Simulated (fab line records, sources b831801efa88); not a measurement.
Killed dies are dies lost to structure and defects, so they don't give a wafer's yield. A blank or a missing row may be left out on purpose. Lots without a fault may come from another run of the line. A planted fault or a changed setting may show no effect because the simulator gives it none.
fab line records | flow sky130
record lots=5 wafers=15 last_day=49
route steps=708 shown GATE_OXIDE@192 POLY_GATE@204 RES_PROTECT@206 PAD_OPEN@708
lots that met no fault: from a run of the same line without faults
start_h: hours from the record's first day to the start of the lot's first wafer shown | wait_h: hours since the lot's step before | " the same as in the row above | L1.1+2: a row that stands for several wafers | - no value, or no start given | * or withheld: withheld | < > ~ a bound
route shown NAME@n: a module of which the file shows steps, and the number in the route of the first | usual: mean/standard deviation of fault-free wafers | same: alike in all rows | chamber/n: place in a boat | sites: the reading at each site | _std_site: their standard deviation | _edge_site: outer sites' mean less inner sites' | radius_mm: how far each site lies from the wafer's centre | mask NAME#n: copy n | behind: the tool/chamber that last shaped the wafer | hold: why the lot was held/for how many hours/how that ended | device: the transistor (n, p or np) that didn't switch | end of line: the same wafers' tests at the end of the route | a step without rows: its recipe alone | killed: dies lost to structure and defects at the first sort, not the wafer's yield | map: a wafer's dies, x killed, . not, _ none there
set.NAME: the setting as run; set.NAME@STEP: as run at that earlier step | model.NAME: the simulator's own value behind a step, which no gauge read
lots at some steps of the route; a table a step, a row a wafer
services: from which hour (start_h, from the record's first day; less than 0 if before it) a tool's chamber was out of use, for how many hours, and why
## steps
# step SKY_GATE_OXIDE_COAT_05
# recipe resist=NOVOLAK spin_rpm=3000 resist_thk_nm=1140
# step SKY_GATE_OXIDE_SOFTBAKE_06
# recipe temp_c=90 time_s=60 resist=NOVOLAK
# step SKY_GATE_OXIDE_EXPOSE_07
# recipe mask_id=LVOM na=0.6 source_shape=conventional sigma_outer=0.6 polarization=unpolarized target_cd_nm=600 dose_mj=170
# step SKY_GATE_OXIDE_PEB_08
# recipe temp_c=withheld time_s=* resist=NOVOLAK
# step SKY_GATE_OXIDE_DEVELOP_09
# recipe resist=NOVOLAK developer=TMAH develop_time_s=60 dev_temp_c=23.33
# step SKY_GATE_OXIDE_IMPLANT_11
# recipe species=B energy_kev=10 dose_cm2=2.6e+12 tilt_deg=withheld
# step SKY_GATE_OXIDE_WET_ETCH_12
# recipe chemistry=dHF target_depth_nm=16.8 dry=n2_spin target=SiO2 dilution=100:1 temp_c=25 time_s=336
# step SKY_GATE_OXIDE_STRIP_13
# recipe chemistry=O2/N2 power_w=1400 pressure_mtorr=1500 platen_temp_c=withheld o2_flow_sccm=3000 n2_flow_sccm=300 overash_fraction=0.5
# step SKY_GATE_OXIDE_CLEAN_15
# recipe chemistry=SC1/SC2 mix=1:4:20 temp_c=70 time_s=150 dry=n2_spin
# step SKY_GATE_OXIDE_OXIDATION_16
# recipe temp_c=800 ambient=O2 idle_temp_c=700 ramp_up_c_per_min=10 ramp_down_c_per_min=3 stabilise_s=600 purge_s=300 target_thk_a=35.7 ox_time_s=1915
# step SKY_POLY_GATE_CVD_00
# recipe material=poly-Si target_thk_nm=180 temp_c=620 time_s=720 pressure_mtorr=200
# usual spike_tc_bottom_C=643.7/1.2 spike_tc_centre_C=620.6/1 spike_tc_lower_C=619.4/1.4 spike_tc_upper_C=619.3/1.2 susceptor_temp_C=620.01/0.27 zone_power_top_pct=19.5/2.9
# columns lot.wafer tool chamber start_h wait_h spike_tc_bottom_C spike_tc_centre_C spike_tc_lower_C spike_tc_upper_C susceptor_temp_C zone_power_top_pct model.poly-Si_of_POLY_GATE_CVD_00.thk_nm
L986.2 lpcvd-01 1 315.30 0.0 644.2 620.5 620.6 617.0 620.05 22.0 179.4
L986.3 " 1 " " 644.6 621.8 617.4 619.4 619.54 22.2 177.6
L986.4 " 1 " " 644.3 620.9 619.8 618.1 620.21 21.7 179.8
L995.3 lpcvd-01 1 399.86 0.0 644.9 620.8 620.7 619.7 620.10 21.7 175.2
L995.4 " 1 " " 644.8 620.5 620.1 618.1 620.19 21.9 177
L995.5 " 1 " " 644.8 620.0 618.8 619.2 620.47 22.2 177.2
L101.1 lpcvd-01 1 453.26 0.0 639.0 616.5 615.5 614.3 615.22 21.7 158.4
L101.5 " 1 " " 637.5 616.1 614.2 612.8 614.79 21.8 158.9
L101.6 " 1 " " 636.6 617.1 614.8 612.6 615.07 21.8 159.6
L102.2 lpcvd-01 0 458.00 0.0 638.5 615.8 613.5 613.8 614.94 15.6 158.1
L102.4 " 0 " " 636.9 616.8 613.9 615.5 614.62 15.8 159.3
L102.5 " 0 " " 638.3 614.4 613.5 614.7 614.68 15.9 159.9
L103.2 lpcvd-01 0 464.45 0.0 637.3 616.1 613.6 615.7 614.55 15.8 159.4
L103.4 " 0 " " 637.9 615.0 613.2 614.7 614.89 15.8 160.1
L103.6 " 0 " " 639.1 614.3 612.4 616.2 614.57 15.8 161.1
# step SKY_POLY_GATE_THK_MEAS_01
# recipe reads=poly-Si_of_POLY_GATE_CVD_00
# usual POLY_GATE_CVD_00_THK=179.8/1.8
# columns lot.wafer tool chamber start_h wait_h POLY_GATE_CVD_00_THK[nm]
L986.2 film_metro-02 - 316.51 0.0 179.4
L986.3 " - " " 177.7
L986.4 " - " " 179.9
L995.3 film_metro-03 - 401.08 0.0 175.4
L995.4 " - " " 176.9
L995.5 " - " " 177.1
L101.1 film_metro-04 - 454.46 0.0 158.3
L101.5 " - " " 158.9
L101.6 " - " " 159.5
L102.2 film_metro-03 - 459.21 0.0 158.1
L102.4 " - " " 159.2
L102.5 " - " " 160.0
L103.2 film_metro-03 - 465.66 0.0 159.3
L103.4 " - " " 160.1
L103.6 " - " " 161.3
# step SKY_RES_PROTECT_DEHYDRATE_00
# recipe temp_c=200 time_s=60
# step SKY_RES_PROTECT_HMDS_01
# recipe prime_time_s=60 prime_temp_c=120
# step SKY_RES_PROTECT_COAT_02
# recipe resist=NOVOLAK spin_rpm=3000 resist_thk_nm=1140
# step SKY_RES_PROTECT_SOFTBAKE_03
# recipe temp_c=90 time_s=60 resist=NOVOLAK
# step SKY_RES_PROTECT_EXPOSE_04
# recipe mask_id=RPM na=0.6 source_shape=conventional sigma_outer=0.6 polarization=unpolarized target_cd_nm=1270 dose_mj=131
# step SKY_RES_PROTECT_PEB_05
# recipe temp_c=withheld time_s=* resist=NOVOLAK
# step SKY_RES_PROTECT_DEVELOP_06
# recipe resist=NOVOLAK developer=TMAH develop_time_s=60 dev_temp_c=23
# step SKY_POLY_GATE_IMPLANT_02
# recipe species=P energy_kev=30 dose_cm2=7.847e+15 tilt_deg=0
# step SKY_RES_PROTECT_STRIP_07
# recipe chemistry=O2/N2 power_w=1400 pressure_mtorr=1500 platen_temp_c=withheld o2_flow_sccm=3000 n2_flow_sccm=300 overash_fraction=0.5
# step SKY_RES_PROTECT_CLEAN_09
# recipe chemistry=SC1/SC2 mix=1:4:20 temp_c=70 time_s=150 dry=n2_spin
# usual temp_c=70.02/0.13
# columns lot.wafer tool chamber start_h wait_h temp_c model.poly-Si_of_POLY_GATE_CVD_00.thk_nm
L986.2 wet_bench-01 0 343.68 0.0 70.44 178.8
L986.3 " 0 " " 70.36 177
L986.4 " 0 " " 70.31 179.2
L995.3 wet_bench-04 1 431.18 0.0 70.13 174.6
L995.4 " 1 " " 69.89 176.3
L995.5 " 1 " " 70.03 176.6
L101.1 wet_bench-03 2 484.98 0.1 69.91 157.7
L101.5 " 2 " " 69.95 158.3
L101.6 " 2 " " 69.81 158.9
L102.2 wet_bench-01 3 490.23 0.0 69.92 157.5
L102.4 " 3 " " 70.07 158.7
L102.5 " 3 " " 70.14 159.3
L103.2 wet_bench-01 2 496.61 0.0 69.87 158.8
L103.4 " 2 " " 69.96 159.5
L103.6 " 2 " " 69.85 160.5
# step SKY_POLY_GATE_CVD_03
# recipe material=Si3N4 precursor=DCS/NH3 target_thk_nm=75 temp_c=770 time_s=1290 pressure_mtorr=250
# step SKY_POLY_GATE_DEHYDRATE_05
# recipe temp_c=200 time_s=60
# step SKY_POLY_GATE_HMDS_06
# recipe prime_time_s=60 prime_temp_c=120
# step SKY_POLY_GATE_COAT_07
# recipe resist=BARC temp_c=withheld time_s=withheld spin_rpm=3000 resist_thk_nm=110
# step SKY_POLY_GATE_COAT_08
# recipe resist=KrF-thick spin_rpm=3000 resist_thk_nm=450
# step SKY_POLY_GATE_SOFTBAKE_09
# recipe temp_c=100 time_s=90 resist=KrF-thick
# step SKY_POLY_GATE_EXPOSE_10
# recipe mask_id=P1M na=0.68 source_shape=conventional sigma_outer=0.6 target_cd_nm=150 dose_mj=28
# step SKY_POLY_GATE_PEB_11
# recipe peb_temp_c=withheld peb_time_s=withheld resist=KrF-thick
# step SKY_POLY_GATE_DEVELOP_12
# recipe develop_time_s=60 resist=KrF-thick dev_temp_c=21
# step SKY_POLY_GATE_ETCH_15
# recipe chemistry=N2/H2 target=BARC ion_energy_ev=200 source_w=500 bias_w=100 pressure_mtorr=30 n2_flow_sccm=100 h2_flow_sccm=200 stop_on=SiO2 time_s=118.5 target_depth_a=1100
# step SKY_POLY_GATE_ETCH_16
# recipe stop_on=poly-Si chemistry=CH3F/O2 target=Si3N4 source_w=400 bias_w=80 pressure_mtorr=25 ch3f_flow_sccm=40 O2_flow_sccm=30 time_s=147.5 target_depth_a=750
# step SKY_POLY_GATE_ETCH_17
# recipe target_depth_nm=180 stop_on=SiO2 over_etch_frac=0.56667 chemistry=HBr/Cl2 target=poly-Si icp_w=400 bias_w=100 pressure_mtorr=10 HBr_flow_sccm=150 Cl2_flow_sccm=50 time_s=70.5
# usual drypump_motor_current_A=5.8/0.54 oes_product_au=0.987/0.0089 throttle_valve_pct=33.685/0.0094
# columns lot.wafer tool chamber start_h wait_h drypump_motor_current_A oes_product_au rf_hours_counter_h throttle_valve_pct model.etch.depth_nm model.POLY_GATE.feature_depth_nm
L986.2 rie_si-01 2 376.95 0.0 6.2 0.987 3 33.700 178.3 178.3
L986.3 " 0 " " 5.7 0.993 2 33.681 177 177
L986.4 " 3 " " 5.5 0.983 1 33.684 179.2 179.2
L995.3 rie_si-02 0 465.15 0.0 5.9 0.978 62 33.678 174.6 174.6
L995.4 " 3 " " 4.7 0.984 20 33.689 176.3 176.3
L995.5 " 0 " " 6.0 0.982 - 33.694 176.6 176.6
L101.1 rie_si-02 3 517.57 0.0 4.7 0.908 21 33.684 157.7 157.7
L101.5 " 2 " " 6.8 0.905 - 33.671 158.3 158.3
L101.6 " 3 " " 4.7 0.913 - 33.666 158.9 158.9
L102.2 rie_si-01 1 522.92 0.0 5.7 0.907 2 33.680 157.5 157.5
L102.4 " 0 " " 5.7 0.915 3 33.694 158.7 158.7
L102.5 " 2 " " 6.2 0.913 - 33.696 159.3 159.3
L103.2 rie_si-02 0 529.21 0.0 5.9 0.910 0 33.694 158.8 158.8
L103.4 " 1 " " 6.2 0.916 3 33.680 159.5 159.5
L103.6 " 0 " " 5.9 0.927 - 33.675 160.5 160.5
# step SKY_POLY_GATE_STRIP_18
# recipe chemistry=O2/N2 power_w=1400 pressure_mtorr=1500 platen_temp_c=withheld o2_flow_sccm=3000 n2_flow_sccm=300 overash_fraction=0.5
# step SKY_PAD_OPEN_PROBE_99
# usual killed_at_M0_to_M3=43/6.3 killed_at_M4_up=3.3/1.7 killed_at_contacts=24/5.4 killed_at_front_end=16/4.6 killed_at_other=0.4/0.7 killed_dies=87/9.4 killed_open=47/6.9 killed_short=39/6.1
# same gross_dies=492 killed_at_back_side=0
# columns lot.wafer tool chamber start_h wait_h killed_at_M0_to_M3 killed_at_M4_up killed_at_contacts killed_at_front_end killed_at_other killed_dies killed_open killed_short model.etest.res_high_po.line_ohm_um model.etest.res_poly.line_ohm_um model.etest.res_high_po.rs_ohm_sq model.etest.res_poly.rs_ohm_sq model.etest.cap_li_to_poly.c_af_um2
L986.2 prober-02 - 1086.25 0.1 51 2 27 14 1 95 53 41 746.4 502.1 263.2 47.74 99.28
L986.3 prober-02 - 1086.30 0.2 42 2 25 12 1 82 50 32 769.3 503.6 267.1 48.88 100.3
L986.4 prober-02 - 1086.35 0.2 51 2 23 18 0 94 51 43 778.4 510.4 272.9 48.7 96.5
L995.3 prober-02 - 1140.41 0.2 44 3 18 29 0 94 52 38 770.8 512.4 269 49.22 95.63
L995.4 prober-02 - 1140.46 0.2 38 1 28 30 0 97 45 48 756.3 513 263.4 48.69 99
L995.5 prober-02 - 1140.51 0.2 40 5 31 18 2 96 54 41 751.2 519.7 264 48.14 97.98
L101.1 prober-01 - 1171.15 0.1 51 2 26 15 0 94 52 42 832.9 569.9 294 54.22 91.03
L101.5 prober-01 - 1171.35 0.2 49 6 26 17 0 98 52 46 851.7 567.2 297.1 54.27 96.98
L101.6 prober-01 - 1171.40 0.2 45 0 20 18 0 83 47 36 807.6 548.2 288.4 53.45 93.73
L102.2 prober-02 - 1172.25 0.1 35 5 25 12 0 77 46 31 802.9 551.4 281.4 52.72 95.08
L102.4 prober-02 - 1172.35 0.2 38 4 26 14 0 82 45 37 808.4 565.7 285.2 53.14 94.67
L102.5 prober-02 - 1172.40 0.2 30 3 22 12 0 67 38 29 805.9 564.7 281.3 52.56 93.23
L103.2 prober-01 - 1176.37 0.1 36 4 25 12 0 77 50 27 824.9 576.1 289.2 52.68 93.43
L103.4 prober-01 - 1176.47 0.2 49 4 26 13 0 92 60 32 862 612.4 295.9 53.3 92.21
L103.6 prober-01 - 1176.57 0.2 38 2 25 14 0 79 45 34 835.4 557.5 293.4 53.49 93.43
# killed by level:class
L986.2 CONTACT:geometric_particle:open=10 METAL1:geometric_particle:short=9 VIA1:geometric_particle:open=9 LI_CONTACT:geometric_particle:open=8 VIA3:geometric_particle:open=7 VIA2:geometric_particle:open=7 FIELD_ISO:geometric_particle:open=5 METAL2:geometric_particle:short=5
L986.3 CONTACT:geometric_particle:open=11 VIA3:geometric_particle:open=10 LI_CONTACT:geometric_particle:open=10 METAL1:geometric_particle:short=6 VIA1:geometric_particle:open=5 VIA2:geometric_particle:open=5 POLY_GATE:geometric_particle:open=4 METAL2:geometric_particle:short=4
L986.4 VIA1:geometric_particle:open=9 VIA3:geometric_particle:open=9 FIELD_ISO:geometric_particle:open=6 LI_CONTACT:geometric_particle:open=6 METAL1:geometric_particle:short=6 METAL2:geometric_particle:short=6 VIA3:geometric_particle:short=6 CONTACT:geometric_particle:short=5
L995.3 VIA1:geometric_particle:open=13 POLY_GATE:geometric_particle:open=10 VIA1:geometric_particle:short=9 LI_CONTACT:geometric_particle:open=8 FIELD_ISO:geometric_particle:open=6 METAL2:geometric_particle:short=4 VIA2:geometric_particle:open=4 VIA3:geometric_particle:short=4
L995.4 LI_CONTACT:geometric_particle:open=13 FIELD_ISO:geometric_particle:short=10 VIA1:geometric_particle:open=10 VIA2:geometric_particle:short=6 CONTACT:geometric_particle:open=5 CONTACT:geometric_particle:short=5 METAL1:geometric_particle:short=5 FIELD_ISO:geometric_particle:open=4
L995.5 CONTACT:geometric_particle:open=11 VIA1:geometric_particle:open=10 LI_CONTACT:geometric_particle:open=9 VIA2:geometric_particle:open=8 VIA3:geometric_particle:open=7 POLY_GATE:geometric_particle:short=6 LOCAL_INTERCONNECT:geometric_particle:short=6 FIELD_ISO:geometric_particle:short=5
L101.1 VIA2:geometric_particle:open=16 VIA1:geometric_particle:open=12 CONTACT:geometric_particle:short=8 LI_CONTACT:geometric_particle:open=6 METAL2:geometric_particle:short=6 CONTACT:geometric_particle:open=6 VIA1:geometric_particle:short=5 POLY_GATE:geometric_particle:short=4
L101.5 VIA1:geometric_particle:open=12 LI_CONTACT:geometric_particle:open=10 METAL2:geometric_particle:short=9 CONTACT:geometric_particle:open=8 METAL1:geometric_particle:short=6 LOCAL_INTERCONNECT:geometric_particle:short=5 VIA2:geometric_particle:open=5 METAL4:geometric_particle:short=5
L101.6 VIA1:geometric_particle:open=12 VIA2:geometric_particle:open=8 VIA3:geometric_particle:open=7 CONTACT:geometric_particle:open=6 METAL2:geometric_particle:short=6 VIA2:geometric_particle:short=5 FIELD_ISO:geometric_particle:open=4 SPACER:geometric_particle:short=4
L102.2 CONTACT:geometric_particle:open=9 VIA1:geometric_particle:open=8 LI_CONTACT:geometric_particle:open=7 VIA1:geometric_particle:short=6 VIA2:geometric_particle:open=6 VIA3:geometric_particle:open=5 METAL4:geometric_particle:short=5 POLY_GATE:geometric_particle:open=4
L102.4 VIA3:geometric_particle:open=9 LI_CONTACT:geometric_particle:open=7 VIA1:geometric_particle:open=6 FIELD_ISO:geometric_particle:open=6 LI_CONTACT:geometric_particle:short=5 CONTACT:geometric_particle:open=5 CONTACT:geometric_particle:short=5 METAL1:geometric_particle:short=5
L102.5 VIA1:geometric_particle:open=8 CONTACT:geometric_particle:open=7 CONTACT:geometric_particle:short=6 VIA3:geometric_particle:open=5 LI_CONTACT:geometric_particle:open=4 VIA1:geometric_particle:short=4 FIELD_ISO:geometric_particle:short=3 FIELD_ISO:geometric_particle:open=3
L103.2 VIA2:geometric_particle:open=10 VIA1:geometric_particle:open=9 CONTACT:geometric_particle:open=8 LI_CONTACT:geometric_particle:open=7 FIELD_ISO:geometric_particle:short=5 LOCAL_INTERCONNECT:geometric_particle:short=4 CONTACT:geometric_particle:short=4 VIA3:geometric_particle:open=4
L103.4 VIA3:geometric_particle:open=15 VIA1:geometric_particle:open=10 LI_CONTACT:geometric_particle:open=8 CONTACT:geometric_particle:open=8 VIA2:geometric_particle:short=6 VIA2:geometric_particle:open=6 LOCAL_INTERCONNECT:geometric_particle:short=5 FIELD_ISO:geometric_particle:open=4
L103.6 VIA1:geometric_particle:open=12 CONTACT:geometric_particle:open=10 CONTACT:geometric_particle:short=7 LI_CONTACT:geometric_particle:open=6 FIELD_ISO:geometric_particle:short=5 METAL1:geometric_particle:short=5 VIA3:geometric_particle:open=5 FIELD_ISO:geometric_particle:open=4
## services
# columns tool chamber start_h hours kind
wet_bench-03 - 302.02 46.5 pm
rie_si-01 3 315.74 5.9 repair
rie_si-02 - 336.04 0.5 repair
rie_si-01 - 343.98 0.3 repair
wet_bench-03 - 348.50 4.4 pm
rie_si-01 3 352.89 1.9 repair
rie_si-02 1 362.24 7.2 repair
rie_si-02 - 375.78 1.6 repair
rie_si-01 3 384.69 29.9 repair
rie_si-01 1 429.62 75.3 repair
rie_si-01 0 447.80 9.9 repair
rie_si-02 0 469.10 - clean
rie_si-02 0 469.10 27.1 scheduled_down
rie_si-02 0 469.10 27.1 vent_cycle
rie_si-01 3 470.88 1.1 repair
rie_si-01 - 473.62 0.2 repair
## key
first_sign step=SKY_POLY_GATE_CVD_00 reading=susceptor_temp_C direction=down sigmas=19 usual=* struck=*
effect step=SKY_POLY_GATE_CVD_00 reading=spike_tc_bottom_C direction=down sigmas=5 usual=643.7 struck=637.9
effect step=SKY_POLY_GATE_THK_MEAS_01 reading=POLY_GATE_CVD_00_THK direction=down sigmas=11 usual=179.8 struck=159.4
effect step=SKY_POLY_GATE_ETCH_17 reading=oes_product_au direction=down sigmas=8.4 usual=0.987 struck=0.913
model_effect step=SKY_POLY_GATE_CVD_00 value=poly-Si_of_POLY_GATE_CVD_00.thk_nm without=180.2 struck=159.4
model_effect step=SKY_RES_PROTECT_CLEAN_09 value=poly-Si_of_POLY_GATE_CVD_00.thk_nm without=179.6 struck=158.8
model_effect step=SKY_POLY_GATE_ETCH_17 value=etch.depth_nm without=178.8 struck=158.8
model_effect step=SKY_PAD_OPEN_PROBE_99 value=etest.res_high_po.line_ohm_um without=740.3 struck=825.7
met_at SKY_POLY_GATE_CVD_00
struck_wafers L101.1,L101.5,L101.6,L102.2,L102.4,L102.5,L103.2,L103.4,L103.6
tester_left_out L101,L102,L103
onset_between 399.86 453.26
fault kind=process_parameter_drift tool=lpcvd-01 chamber=- onset_h=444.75 steps=SKY_POLY_GATE_CVD_00 channel=temp_c offset=* shape=step end_h=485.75 stated=*
# tester_left_out: of these lots the tester's yield and bins aren't shown, on N5 and GAA mostly nor the transistor test; their killed dies are dies lost to structure and defects alone, not to doping, threshold or leakage, so they don't give the yield
